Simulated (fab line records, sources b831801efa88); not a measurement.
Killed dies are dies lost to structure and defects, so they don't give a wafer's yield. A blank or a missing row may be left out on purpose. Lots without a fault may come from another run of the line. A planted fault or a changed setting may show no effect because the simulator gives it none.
A struck lot beside a sound one | flow sky130 | 15 steps out of a route of 708
Sound: wafers L665.2, L665.3, L665.4. Struck: wafers L676.2, L676.4, L676.6. The cause comes at the end.
At each step with rows: each side's tool, then ch and its chambers, then its first start. Under that, the readings that differ: sound wafers | struck wafers | difference of the means | sigmas: that difference in standard deviations of wafers without a fault.
alike: readings whose means differ by less than 2 such deviations, and words and numbers that are the same on both sides. not compared: withheld readings, readings that some wafer has no value for, bounds like >300 that may hide the same value, and numbers for which the record gives no deviation and whose values overlap.
The two part at a step that has a row with sigmas, a row that says differs or no value, or rows on one side only. Numbers that don't overlap but have no deviation are shown without sigmas and don't part them. A reading that every wafer of one side lacks parts them only if that side has two wafers or more.

SKY_LI_CONTACT_CD_MEAS_12: target cd 170 nm.
  sound on cd_sem-01, day 29 17:26; struck on cd_sem-02, day 33 20:52
  alike: cd_nm
SKY_LI_CONTACT_OVL_MEAS_13:
  sound on overlay-02, day 29 17:32; struck on overlay-02, day 33 20:58
  alike: LI_CONTACT_OVL
SKY_LI_CONTACT_ETCH_14: etches BARC in N2/H2, stops on SiO2, time 45.9 s, target depth 60 nm.
  sound on rie_diel-04 ch 0,2,3, day 29 17:34; struck on rie_diel-04 ch 0,1,3, day 33 21:00
  alike: drypump_motor_current_A, oes_product_au, throttle_valve_pct
  not compared: rf_hours_counter_h
SKY_LI_CONTACT_ETCH_15: etches PSG in C4F8/O2/Ar, stops on Si, target depth 600 nm.
  sound on rie_diel-04 ch 0,2,3, day 29 17:37; struck on rie_diel-04 ch 0,1,3, day 33 21:02
  alike: oes_product_au
then, 3 steps without rows for these wafers: SKY_LI_CONTACT_STRIP_16 (strips in O2/N2); SKY_LI_CONTACT_CLEAN_17 (cleans in NMP, time 600 s); SKY_LI_CONTACT_PRE_CLEAN_18 (time 5.6 s).
SKY_LI_CONTACT_SPUTTER_19: material Ti, target thk 20 nm, time 106.37 s.
  sound on pvd_sputter-01, day 29 17:59; struck on pvd_sputter-02, day 33 21:25
  alike: throttle_valve_pct
SKY_LI_CONTACT_SPUTTER_20: material TiN, target thk 20 nm, time 80 s.
  sound on pvd_sputter-01, day 29 18:04; struck on pvd_sputter-02, day 33 21:30
  alike: throttle_valve_pct
SKY_LI_CONTACT_CVD_21: deposits W, target thk 400 nm, time 120.56 s.
  sound on cvd_w-02 ch 0,1, day 29 18:08; struck on cvd_w-01 ch 0,1, day 33 21:34
  alike: heater_power_outer_w, heater_power_w
SKY_LI_CONTACT_RS_MEAS_22: measures by four-point-probe.
  sound on film_metro-04, day 29 18:16; struck on film_metro-02, day 33 21:43
  alike: LI_CONTACT_W_RS
SKY_LI_CONTACT_THK_MEAS_23: measures by xrf.
  sound on film_metro-04, day 29 18:23; struck on film_metro-02, day 33 21:49
  alike: LI_CONTACT_W_THK
SKY_LI_CONTACT_CMP_24: polishes, stops on PSG, t overpolish 20 s, target thk 0 nm.
  sound on cmp-01 ch 0,2,3, day 29 18:26; struck on cmp-01 ch 0,1,2, day 33 21:52
  reading              | sound                | struck               | difference | sigmas
  overpolish_run_s (s) | 19.993 19.989 19.995 | 21.916 21.927 21.936 | +1.934     | +99 or more
  t_overpolish_s (s)   | 20 20 20             | 21.935 21.935 21.935 | +1.935     |
  alike: motor_current_A, time_to_endpoint_s
then, 1 step without rows for these wafers: SKY_LOCAL_INTERCONNECT_SPUTTER_00 (material TiN, target thk 100 nm, time 83.3 s).
-- the record jumps here: 15 days lie between the struck wafers' starts before and after (it left off in module LOCAL_INTERCONNECT and takes up again in module PAD_OPEN, whose first step shown is number 708 of the route) --
SKY_PAD_OPEN_PROBE_99:
  sound on prober-02, day 46 01:29; struck on prober-01, day 49 03:12
  alike: killed_at_M0_to_M3, killed_at_M4_up, killed_at_contacts, killed_at_front_end, killed_at_other, killed_dies, killed_open, killed_short

WHERE THEY PART
Only at SKY_LI_CONTACT_CMP_24, within this record. Later steps at which nothing parts them and some readings are alike: SKY_PAD_OPEN_PROBE_99.

WHY: what the simulator had put in
Process parameter drift: cmp-01, from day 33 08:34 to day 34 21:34, at SKY_LI_CONTACT_CMP_24. Setting t_overpolish_s, moved by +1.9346, from 20. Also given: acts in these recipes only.
